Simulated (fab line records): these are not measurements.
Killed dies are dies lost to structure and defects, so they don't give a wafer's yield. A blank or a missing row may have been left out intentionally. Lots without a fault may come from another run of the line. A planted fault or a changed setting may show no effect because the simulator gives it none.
Comparing a struck lot with a sound one + flow sfqLine + 43 steps out of a route of 325
Sound: these wafers, L333.2, L333.3, L333.5. Struck: wafers L323.2, L323.4, L323.6. The cause is named last.
For every step that has rows: the tool of each side, followed by ch and its chambers, followed by its first start. Under that, the readings that differ: sound wafers + struck wafers + difference of the means + sigmas: that difference in standard deviations of wafers without a fault.
alike: readings with means less than 2 such deviations apart, plus words and numbers identical on both sides. not compared: withheld readings, readings lacking a value on some wafer, bounds such as >300 that could conceal the same value, and numbers that have no deviation in the record and whose values overlap.
The two part at a step that has a row with sigmas, a row that says differs or no value, or rows on one side only. When numbers do not overlap yet have no deviation, they are printed without sigmas and do not part them. A reading that every wafer of one side lacks parts them only if that side has two wafers or more.

first, 6 steps without rows for these wafers: SFQ_TRILAYER_M4_LITHO_COAT_098 (resist thk 62 nm); SFQ_TRILAYER_M4_LITHO_COAT_093 (resist thk 600 nm); SFQ_TRILAYER_M4_LITHO_SOFTBAKE_097; SFQ_TRILAYER_M4_LITHO_EXPOSE_094 (exposes mask M4, target cd 500 nm); SFQ_TRILAYER_M4_LITHO_PEB_096 (peb time 60 s); SFQ_TRILAYER_M4_LITHO_DEVELOP_095 (time 60 s).
SFQ_M4_OVL_MEAS_926:
  sound: overlay-01 at day 63 06:59; struck: overlay-02 at day 60 13:37
  alike: M4_OVL
then, 5 steps without rows for these wafers: SFQ_TRILAYER_M4_BARC_OPEN_METAL_ETCH_123 (etches BARC in O2, target depth 125 nm, time 41.7 s); SFQ_TRILAYER_M4_ETCH_METAL_ETCH_096 (etches Nb in Cl2/Ar, stops on SiO2, target depth 240 nm, time 120 s); SFQ_TRILAYER_M4_STRIP_STRIP_097 (strips in O2); SFQ_TRILAYER_M4_STRIP_SOLV_CLEAN_098 (cleans in NMP, time 600 s); SFQ_TRILAYER_I4_DEP_PECVD_099 (deposits SiO2 from SiH4/N2O, time 111.11 s, target thk 500 nm).
SFQ_TRILAYER_I4_CMP_CMP_100: polishes SiO2.
  sound on cmp-01 ch 2,3, day 63 09:14; struck on cmp-01 ch 0,3, day 60 14:40
  no value came back on the struck wafers for any of 5 readings (edgeZonePressureFrac, headPressurePsi (psi) and others); on the sound wafers edgeZonePressureFrac reads 1.006 0.994 1.009
| reading                                            | sound             | struck          | difference | sigmas |
|----------------------------------------------------|-------------------|-----------------|------------|--------|
| model.SiO2_of_TRILAYER_I4_DEP_PECVD_099.thkNm (nm) | 198.8 200.6 199.1 | 499 503.3 498.1 | +301       |        |
SFQ_I4_BOW_MEAS_927:
  sound: filmMetro-03 at day 63 12:15; struck: filmMetro-02 at day 60 17:41
  alike: I4_BOW
SFQ_TRILAYER_I4_METRO_MEASURE_101:
  sound: filmMetro-03 at day 63 12:33; struck: filmMetro-02 at day 60 17:59
| reading    | sound             | struck            | difference | sigmas      |
|------------|-------------------|-------------------|------------|-------------|
| thkNm (nm) | 198.9 200.7 199.1 | 499.1 503.7 497.9 | +300.7     | +99 or more |
then, 6 steps without rows for these wafers: SFQ_TRILAYER_I4_VIA_LITHO_COAT_108 (resist thk 62 nm); SFQ_TRILAYER_I4_VIA_LITHO_COAT_103 (resist thk 650 nm); SFQ_TRILAYER_I4_VIA_LITHO_SOFTBAKE_107; SFQ_TRILAYER_I4_VIA_LITHO_EXPOSE_104 (exposes mask I4, target cd 700 nm); SFQ_TRILAYER_I4_VIA_LITHO_PEB_106 (peb time 60 s); SFQ_TRILAYER_I4_VIA_LITHO_DEVELOP_105 (time 60 s).
SFQ_I4_OVL_MEAS_928:
  sound: overlay-01 at day 66 23:03; struck: overlay-02 at day 61 00:26
  alike: I4_OVL
SFQ_TRILAYER_I4_VIA_BARC_OPEN_VIA_ETCH_146: etches BARC in O2, target depth 125 nm, time 41.7 s.
  sound on rieDiel-01 ch 1,2,3, day 66 23:05; struck on rieDiel-02 ch 1,2,3, day 61 00:28
  alike: biasW, drypumpMotorCurrentA, oesProductAu
  not compared: rfHoursCounterH
SFQ_TRILAYER_I4_VIA_ETCH_VIA_ETCH_106: etches SiO2 in CHF3, stops on Nb, target depth 260 nm.
  sound on rieDiel-01 ch 1,2,3, day 66 23:07; struck on rieDiel-02 ch 1,2,3, day 61 00:30
| reading                      | sound             | struck            | difference | sigmas      |
|------------------------------|-------------------|-------------------|------------|-------------|
| oesProductAu (a.u.)          | 0.848 0.852 0.856 | 1.656 1.624 1.617 | +0.780     | +99 or more |
| model.etch.depthNm (nm)      | 198.8 200.6 199.1 | 265 259 258.7     | +61        |             |
| model.I4.featureDepthNm (nm) | 198.8 200.6 199.1 | 265 259 258.7     | +61        |             |
  alike: biasW, drypumpMotorCurrentA
SFQ_TRILAYER_I4_VIA_STRIP_STRIP_107: strips in O2.
  sound on rieMetal-02 ch 0,1, day 66 23:14; struck on rieMetal-02 ch 0,1, day 61 00:37
  alike: drypumpMotorCurrentA, oesProductAu
  not compared: rfHoursCounterH
then, 3 steps without rows for these wafers: SFQ_TRILAYER_I4_VIA_STRIP_SOLV_CLEAN_108 (cleans in NMP, time 600 s); SFQ_TRILAYER_JJ_TRILAYER_DEP_PRE_CLEAN_113 (time 22.5 s); SFQ_TRILAYER_JJ_TRILAYER_DEP_SPUTTER_109 (material Nb, target thk 150 nm, time 100 s).
SFQ_TRILAYER_JJ_TRILAYER_DEP_SPUTTER_110: material Al, target thk 8 nm, time 10 s.
  sound: pvdSputter-06 at day 67 00:07; struck: pvdSputter-04 at day 61 01:29
  alike: throttleValvePct
then, 2 steps without rows for these wafers: SFQ_TRILAYER_JJ_TRILAYER_DEP_AL_OXIDATION_111 (oxidation time 600 s); SFQ_TRILAYER_JJ_TRILAYER_DEP_SPUTTER_112 (material Nb, target thk 170 nm, time 113.3 s).
SFQ_JJ_RS_MEAS_929: measures by four-point-probe.
  sound: filmMetro-01 at day 67 01:14; struck: filmMetro-01 at day 61 02:37
  alike: JJ_NB_RS
then, 6 steps without rows for these wafers: SFQ_TRILAYER_JJ_CE_LITHO_COAT_119 (resist thk 62 nm); SFQ_TRILAYER_JJ_CE_LITHO_COAT_114 (resist thk 600 nm); SFQ_TRILAYER_JJ_CE_LITHO_SOFTBAKE_118; SFQ_TRILAYER_JJ_CE_LITHO_EXPOSE_115 (exposes mask J5, target cd 700 nm); SFQ_TRILAYER_JJ_CE_LITHO_PEB_117 (peb time 60 s); SFQ_TRILAYER_JJ_CE_LITHO_DEVELOP_116 (time 60 s).
-- the record jumps here: 4 days lie between the struck wafers' starts before and after --
SFQ_JJ_OVL_MEAS_931:
  sound: overlay-02 at day 67 04:39; struck: overlay-01 at day 65 11:03
  alike: J5_OVL
SFQ_TRILAYER_JJ_CE_METRO_MEASURE_117:
  sound: cdSem-02 at day 67 04:53; struck: cdSem-02 at day 65 11:17
  alike: cdNm
SFQ_TRILAYER_JJ_CE_BARC_OPEN_RIE_150: chemistry O2, target BARC, target depth 240 nm, time 80 s.
  sound on rieMetal-03 ch 0,1, day 67 05:53; struck on rieMetal-02 ch 0, day 65 12:19
  alike: biasW, drypumpMotorCurrentA, oesProductAu
  not compared: rfHoursCounterH
-- the record jumps here: 4 days lie between the struck wafers' starts before and after --
SFQ_TRILAYER_M5_ETCH_METAL_ETCH_126: etches Nb in Cl2/BCl3, stops on SiO2, time 203.2 s, target depth 265 nm.
  sound on rieMetal-04 ch 0,1, day 71 07:44; struck on rieMetal-02 ch 0,1, day 69 00:53
| reading                                            | sound             | struck            | difference | sigmas |
|----------------------------------------------------|-------------------|-------------------|------------|--------|
| model.SiO2_of_TRILAYER_I4_DEP_PECVD_099.thkNm (nm) | 178.9 180.7 179.2 | 478.9 483.1 478.1 | +300.4     |        |
  alike: biasW, drypumpMotorCurrentA, oesProductAu
  not compared: rfHoursCounterH
-- the record jumps here: 21 days lie between the struck wafers' starts before and after --
SFQ_M8_BOW_MEAS_951:
  sound: filmMetro-03 at day 97 03:48; struck: filmMetro-02 at day 90 02:11
| reading                | sound             | struck            | difference | sigmas |
|------------------------|-------------------|-------------------|------------|--------|
| model.etest.i4.linkOhm | 2.181 2.189 2.193 | 1e+06 1e+06 1e+06 | +1e+06     |        |
  alike: M8_BOW

WHERE THEY PART
Earliest at SFQ_TRILAYER_I4_CMP_CMP_100; latest, in this record, at SFQ_TRILAYER_I4_VIA_ETCH_VIA_ETCH_106. Later steps at which nothing parts them and some readings are alike: SFQ_TRILAYER_I4_VIA_STRIP_STRIP_107, SFQ_TRILAYER_JJ_TRILAYER_DEP_SPUTTER_110, SFQ_JJ_RS_MEAS_929, SFQ_JJ_OVL_MEAS_931, SFQ_TRILAYER_JJ_CE_METRO_MEASURE_117, SFQ_TRILAYER_JJ_CE_BARC_OPEN_RIE_150, SFQ_TRILAYER_M5_ETCH_METAL_ETCH_126, SFQ_M8_BOW_MEAS_951.

WHY: what had been put in by the simulator
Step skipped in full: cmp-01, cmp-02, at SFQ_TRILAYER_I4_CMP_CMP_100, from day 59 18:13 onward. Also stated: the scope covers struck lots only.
